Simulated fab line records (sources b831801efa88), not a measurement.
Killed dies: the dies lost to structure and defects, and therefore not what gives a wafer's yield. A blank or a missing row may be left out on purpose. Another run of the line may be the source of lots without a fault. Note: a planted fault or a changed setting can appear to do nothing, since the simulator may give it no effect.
A struck lot beside a sound one    flow sky130    31 out of 708 route steps
Sound: wafers L175.2, L175.4, L175.5. Wafers L186.3, L186.5, L186.6 were the ones struck. The cause comes at the end.
Per side, at each step with rows, come the tool, then ch with its chambers, and then its first start. Under that, the readings that differ: sound wafers    struck wafers    difference of the means    sigmas: that difference in standard deviations of wafers without a fault.
alike: readings with means less than 2 such deviations apart, plus words and numbers identical on both sides. not compared: withheld readings, readings lacking a value on some wafer, bounds such as >300 that could conceal the same value, and numbers that have no deviation in the record and whose values overlap.
A row with sigmas, a row that says differs or no value, or rows on one side alone: a step with any of these is where the two part. Numbers that don't overlap but have no deviation are shown without sigmas and don't part them. Lack of a reading on every wafer of one side parts them only where that side has two or more wafers.

first, 9 steps without rows for these wafers: SKY_RES_XHIGH_IMPLANT_07; SKY_RES_XHIGH_STRIP_08 (strips in O2/N2); SKY_SD_N_DEHYDRATE_00 (time 60 s); SKY_SD_N_HMDS_01 (prime time 60 s); SKY_SD_N_COAT_02 (resist thk 1140 nm); SKY_SD_N_SOFTBAKE_03 (time 60 s); SKY_SD_N_EXPOSE_04 (exposes mask NSDM, target cd 380 nm); SKY_SD_N_PEB_05; SKY_SD_N_DEVELOP_06 (develop time 60 s).
SKY_SD_N_IMPLANT_09:
  sound on implanter-03 ch 0, day 29 23:22; struck on implanter-01 ch 0, day 34 09:58
then, 20 steps without rows for these wafers: SKY_SD_N_IMPLANT_10; SKY_SD_N_STRIP_11 (strips in O2/N2); SKY_SD_N_CLEAN_13 (cleans in SC1/SC2, time 150 s); SKY_SD_N_RTA_14 (time 2 s); SKY_SALICIDE_CLEAN_00 (cleans in HF-last, time 30 s); SKY_LI_CONTACT_HDPCVD_00 (deposits PSG, target thk 930 nm, time 155 s); SKY_LI_CONTACT_CMP_02 (polishes PSG); SKY_LI_CONTACT_DEHYDRATE_04 (time 60 s); SKY_LI_CONTACT_HMDS_05 (prime time 60 s); SKY_LI_CONTACT_COAT_06 (resist thk 60 nm); SKY_LI_CONTACT_COAT_07 (resist thk 450 nm); SKY_LI_CONTACT_SOFTBAKE_08 (time 90 s); SKY_LI_CONTACT_EXPOSE_09 (exposes mask LICM1, target cd 170 nm); SKY_LI_CONTACT_PEB_10; SKY_LI_CONTACT_DEVELOP_11 (develop time 60 s); SKY_LI_CONTACT_ETCH_14 (etches BARC in N2/H2, stops on SiO2, time 45.9 s, target depth 60 nm); SKY_LI_CONTACT_ETCH_15 (etches PSG in C4F8/O2/Ar, stops on Si, target depth 600 nm); SKY_LI_CONTACT_STRIP_16 (strips in O2/N2); SKY_LI_CONTACT_CLEAN_17 (cleans in NMP, time 600 s); SKY_LI_CONTACT_PRE_CLEAN_18 (time 5.6 s).
-- a jump in the record: the struck wafers' starts before and after are 16 days apart (it breaks off in module LI_CONTACT and resumes in module PAD_OPEN, where the first step shown is number 708 of the route) --
SKY_PAD_OPEN_PROBE_99:
  sound on prober-02 at day 47 11:07; struck on prober-02 at day 50 12:10
reading                                          sound                         struck                         difference  sigmas
model.etest.nfet_16v.r on ohm um                 1.413e+04 1.432e+04 1.42e+04  1.482e+04 1.482e+04 1.474e+04  +5.767e+02  
model.etest.nfet g5v0d10v5.r on ohm um           1915 1892 1924                2019 2020 2022                 +110        
model.etest.nfet_01v8.r on ohm um                802.6 803.6 851.4             921.8 890.9 921.9              +92.3       
model.etest.sonos uncharged.r on ohm um          812 804.8 838.6               842.6 847 845.2                +26.5       
model.etest.nfet_05v0_nvt.drive ua um            572.1 573.3 572               556 546 558.3                  -19         
model.etest.nfet_16v.drive ua um                 218.6 218.2 221.6             207.2 204.5 209.8              -12.3       
model.etest.res ndiff.rs ohm sq rim less centre  1.346 0.7821 -0.4411          -1.747 -3.513 -0.7714          -2.573      
model.etest.cap ono.gate bv v (V)                16.36 16.23 16.15             14.16 14.67 14.27              -1.88       
  alike: killed_at_M0_to_M3, killed_at_M4_up, killed at contacts, killed at front end, killed at other, killed dies, killed open, killed short

## WHERE THEY PART
Nowhere in this record.

WHY: what the simulator had put in
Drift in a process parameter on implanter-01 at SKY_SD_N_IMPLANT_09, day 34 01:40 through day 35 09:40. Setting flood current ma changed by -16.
